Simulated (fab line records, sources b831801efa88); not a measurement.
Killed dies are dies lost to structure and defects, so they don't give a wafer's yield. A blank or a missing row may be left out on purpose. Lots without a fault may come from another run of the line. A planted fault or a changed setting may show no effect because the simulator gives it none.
fab line records | flow sfq_line
record lots=5 wafers=15 last_day=83
route steps=325 shown M4@148
lots that met no fault: from a run of the same line without faults
start_h: hours from the record's first day to the start of the lot's first wafer shown | wait_h: hours since the lot's step before | " the same as in the row above | L1.1+2: a row that stands for several wafers | - no value, or no start given | * or withheld: withheld | < > ~ a bound
route shown NAME@n: a module of which the file shows steps, and the number in the route of the first | usual: mean/standard deviation of fault-free wafers | same: alike in all rows | chamber/n: place in a boat | sites: the reading at each site | _std_site: their standard deviation | _edge_site: outer sites' mean less inner sites' | radius_mm: how far each site lies from the wafer's centre | mask NAME#n: copy n | behind: the tool/chamber that last shaped the wafer | hold: why the lot was held/for how many hours/how that ended | device: the transistor (n, p or np) that didn't switch | end of line: the same wafers' tests at the end of the route | a step without rows: its recipe alone | killed: dies lost to structure and defects at the first sort, not the wafer's yield | map: a wafer's dies, x killed, . not, _ none there
set.NAME: the setting as run; set.NAME@STEP: as run at that earlier step | model.NAME: the simulator's own value behind a step, which no gauge read
lots at some steps of the route; a table a step, a row a wafer
services: from which hour (start_h, from the record's first day; less than 0 if before it) a tool's chamber was out of use, for how many hours, and why
## steps
# step SFQ_TRILAYER_M4_DEP_PRE_CLEAN_092
# recipe gas=Ar time_s=22.5 bias_v=250
# step SFQ_TRILAYER_M4_DEP_SPUTTER_091
# recipe material=Nb base_pressure_pa=1.33e-06 chamber_pressure_pa=0.1333 substrate_temp_c=20 resputter_cathode_voltage_v=400 target_thk_nm=200 power_w=2000 time_s=133.3
# usual throttle_valve_pct=30.2/0.9
# columns lot.wafer tool chamber start_h wait_h throttle_valve_pct
L279.2 pvd_sputter-04 - 878.15 0.0 29.9
L279.5 " - " " 31.7
L279.6 " - " " 30.7
L287.1 pvd_sputter-04 - 1092.96 0.0 29.7
L287.3 " - " " 28.8
L287.5 " - " " 29.1
L291.1 pvd_sputter-05 - 1230.02 0.0 28.9
L291.2 " - " " 30.3
L291.3 " - " " 30.0
L292.2 pvd_sputter-04 - 1236.02 0.0 31.4
L292.3 " - " " 29.5
L292.5 " - " " 31.7
L300.2 pvd_sputter-03 - 1300.05 0.0 30.7
L300.5 " - " " 30.2
L300.6 " - " " 31.4
# step SFQ_M4_RS_MEAS_924
# recipe thk_meas_gauge=four-point-probe reads=Nb_of_TRILAYER_M4_DEP_SPUTTER_091
# usual M4_NB_RS=0.888/0.01
# columns lot.wafer tool chamber start_h wait_h M4_NB_RS[ohm/sq]
L279.2 film_metro-01 - 878.26 0.1 0.892
L279.5 " - " " 0.876
L279.6 " - " " 0.879
L287.1 film_metro-01 - 1093.05 0.0 0.898
L287.3 " - " " 0.891
L287.5 " - " " 0.892
L291.1 film_metro-01 - 1230.11 0.0 0.884
L291.2 " - " " 0.887
L291.3 " - " " 0.883
L292.2 film_metro-01 - 1236.13 0.1 0.875
L292.3 " - " " 0.894
L292.5 " - " " 0.879
L300.2 film_metro-02 - 1300.16 0.1 0.903
L300.5 " - " " 0.881
L300.6 " - " " 0.890
# step SFQ_TRILAYER_M4_LITHO_COAT_098
# recipe resist=BARC spin_rpm=3000 resist_thk_nm=62
# step SFQ_TRILAYER_M4_LITHO_COAT_093
# recipe resist=KrF spin_rpm=3000 resist_thk_nm=600
# step SFQ_TRILAYER_M4_LITHO_SOFTBAKE_097
# recipe temp_c=withheld time_s=withheld resist=KrF
# step SFQ_TRILAYER_M4_LITHO_EXPOSE_094
# recipe mask_id=M4 na=0.6 source_shape=conventional sigma_outer=0.65 target_cd_nm=500 dose_mj=14.4
# step SFQ_TRILAYER_M4_LITHO_PEB_096
# recipe peb_temp_c=115 peb_time_s=60 resist=KrF
# step SFQ_TRILAYER_M4_LITHO_DEVELOP_095
# recipe time_s=60 resist=KrF
# step SFQ_M4_OVL_MEAS_926
# usual M4_OVL=2/6.1
# columns lot.wafer tool chamber start_h wait_h M4_OVL[nm]
L279.2 overlay-01 - 995.94 0.1 7
L279.5 " - " " 12
L279.6 " - " " 3
L287.1 overlay-02 - 1102.87 0.1 9
L287.3 " - " " 0
L287.5 " - " " 0
L291.1 overlay-01 - 1232.54 0.1 -1
L291.2 " - " " -6
L291.3 " - " " -4
L292.2 overlay-01 - 1238.54 0.1 0
L292.3 " - " " 9
L292.5 " - " " 2
L300.2 overlay-02 - 1401.92 0.1 -4
L300.5 " - " " -3
L300.6 " - " " -6
# step SFQ_TRILAYER_M4_BARC_OPEN_METAL_ETCH_123
# recipe mask_material=PR chemistry=O2 target_depth_nm=125 target=BARC icp_w=600 bias_w=80 pressure_mtorr=10 time_s=41.7
# usual drypump_motor_current_A=5.8/0.63 oes_product_au=0.686/0.0046 rf_fwd_power_W=593.4/2.1
# columns lot.wafer tool chamber start_h wait_h drypump_motor_current_A oes_product_au rf_fwd_power_W rf_hours_counter_h
L279.2 rie_metal-04 1 995.97 0.0 5.0 0.684 593.1 39
L279.5 " 1 " " 5.0 0.683 592.1 -
L279.6 " 0 " " 6.2 0.677 594.0 -
L287.1 rie_metal-04 1 1102.91 0.0 5.0 0.691 590.3 55
L287.3 " 0 " " 6.2 0.686 593.1 -
L287.5 " 0 " " 6.2 0.683 592.8 -
L291.1 rie_metal-03 0 1232.57 0.0 6.3 0.685 595.5 2
L291.2 " 0 " " 6.3 0.682 595.5 -
L291.3 " 0 " " 6.3 0.688 593.3 -
L292.2 rie_metal-04 1 1238.57 0.0 5.1 0.686 593.2 76
L292.3 " 0 " " 6.2 0.681 591.8 -
L292.5 " 1 " " 5.0 0.684 593.4 -
L300.2 rie_metal-02 0 1401.95 0.0 4.8 0.687 591.8 20
L300.5 " 1 " " 6.0 0.684 591.9 -
L300.6 " 0 " " 4.8 0.686 595.1 -
# step SFQ_TRILAYER_M4_ETCH_METAL_ETCH_096
# recipe target=Nb stop_on=SiO2 mask_material=PR chemistry=Cl2/Ar target_depth_nm=240 icp_w=600 bias_w=80 pressure_mtorr=10 time_s=120
# usual drypump_motor_current_A=5.8/0.63 oes_product_au=0.896/0.007 rf_fwd_power_W=597.3/1.9
# columns lot.wafer tool chamber start_h wait_h drypump_motor_current_A oes_product_au rf_fwd_power_W rf_hours_counter_h model.KrF_of_TRILAYER_M4_LITHO_COAT_093.thk_nm model.M4.feature_depth_nm model.SiO2_of_TRILAYER_I3_DEP_PECVD_081.thk_nm
L279.2 rie_metal-04 1 996.03 0.0 5.0 0.889 597.1 39 384.6 200.1 191.6
L279.5 " 1 " " 5.0 0.907 596.9 - 385 203.5 193
L279.6 " 0 " " 6.2 0.902 595.4 - 382.7 202.8 193.4
L287.1 rie_metal-04 1 1102.97 0.0 5.0 0.890 593.8 55 387.5 198.5 191.9
L287.3 " 0 " " 6.2 0.898 596.0 - 384.3 200.4 190.4
L287.5 " 0 " " 6.2 0.901 594.8 - 329.8 209.1 181.8
L291.1 rie_metal-03 0 1232.69 0.1 6.3 0.897 597.1 2 388.7 201.7 190
L291.2 " 0 " " 6.3 0.898 596.6 - 385.3 200.4 193.9
L291.3 " 0 " " 6.3 0.901 597.9 - 386.2 201.5 192.4
L292.2 rie_metal-04 1 1238.63 0.0 5.0 0.905 596.1 76 384.3 203.4 192.4
L292.3 " 0 " " 6.2 0.894 598.8 - 385.4 199.3 191
L292.5 " 1 " " 5.0 0.907 594.2 - 383.1 202.6 192.3
L300.2 rie_metal-02 0 1402.01 0.0 4.9 0.887 598.1 20 379.4 197.2 191.2
L300.5 " 1 " " 6.0 0.901 595.6 - 381.8 202 194.3
L300.6 " 0 " " 4.9 0.892 600.9 - 377.7 199.7 192.1
# step SFQ_TRILAYER_M4_STRIP_STRIP_097
# recipe gas=O2 power_w=200 platen_temp_c=40 overash_fraction=0.65 chemistry=O2 pressure_mtorr=50
# usual drypump_motor_current_A=5.8/0.63 oes_product_au=0.997/0.0075
# columns lot.wafer tool chamber start_h wait_h drypump_motor_current_A oes_product_au rf_hours_counter_h
L279.2 rie_metal-04 1 996.15 0.1 5.0 0.984 39
L279.5 " 1 " " 5.1 0.986 -
L279.6 " 0 " " 6.2 0.995 -
L287.1 rie_metal-04 1 1103.09 0.1 5.0 1.002 55
L287.3 " 0 " " 6.2 0.998 -
L287.5 " 0 " " 6.2 1.003 -
L291.1 rie_metal-03 0 1232.94 0.2 6.3 1.006 2
L291.2 " 0 " " 6.3 0.991 -
L291.3 " 0 " " 6.3 1.003 -
L292.2 rie_metal-04 1 1238.76 0.1 5.1 0.997 76
L292.3 " 0 " " 6.2 0.983 -
L292.5 " 1 " " 5.0 0.996 -
L300.2 rie_metal-02 0 1402.14 0.1 4.8 1.003 20
L300.5 " 1 " " 6.0 0.986 -
L300.6 " 0 " " 4.8 0.998 -
## services
# columns tool chamber start_h hours kind
rie_metal-02 - 870.95 2.7 repair
pvd_sputter-05 - 893.93 3.2 repair
pvd_sputter-03 - 894.96 2.1 repair
pvd_sputter-03 - 903.39 2.5 repair
pvd_sputter-04 - 929.46 3.9 repair
pvd_sputter-05 - 968.35 3.2 repair
rie_metal-02 - 1019.71 1.3 repair
rie_metal-03 1 1107.29 2.8 repair
rie_metal-02 0 1153.59 22.1 repair
pvd_sputter-04 - 1205.86 13.4 repair
pvd_sputter-05 - 1254.68 1.8 repair
rie_metal-04 0 1256.47 6.9 repair
rie_metal-02 - 1288.60 5.3 repair
rie_metal-03 0 1293.40 11.5 repair
rie_metal-02 - 1301.21 0.3 repair
rie_metal-03 0 1311.34 7.3 repair
rie_metal-03 1 1316.08 4.3 repair
pvd_sputter-03 - 1323.92 2.0 repair
pvd_sputter-05 - 1328.44 4.5 repair
rie_metal-02 1 1333.35 2.8 repair
pvd_sputter-03 - 1347.33 5.1 repair
rie_metal-04 - 1375.47 2.8 pm
pvd_sputter-03 - 1379.62 3.0 repair
pvd_sputter-05 - 1390.89 3.9 repair
## key
first_sign none at tools or gauges
model_effect step=SFQ_TRILAYER_M4_ETCH_METAL_ETCH_096 value=KrF_of_TRILAYER_M4_LITHO_COAT_093.thk_nm without=383.7 struck=329.8
met_at SFQ_TRILAYER_M4_ETCH_METAL_ETCH_096
struck_wafers L287.5
onset_between 996.03 1102.97
fault kind=process_parameter_drift tool=rie_metal-04 chamber=- onset_h=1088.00 steps=SFQ_TRILAYER_M4_ETCH_METAL_ETCH_096 channel=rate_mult offset=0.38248 shape=step end_h=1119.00 scope=struck_wafers_only
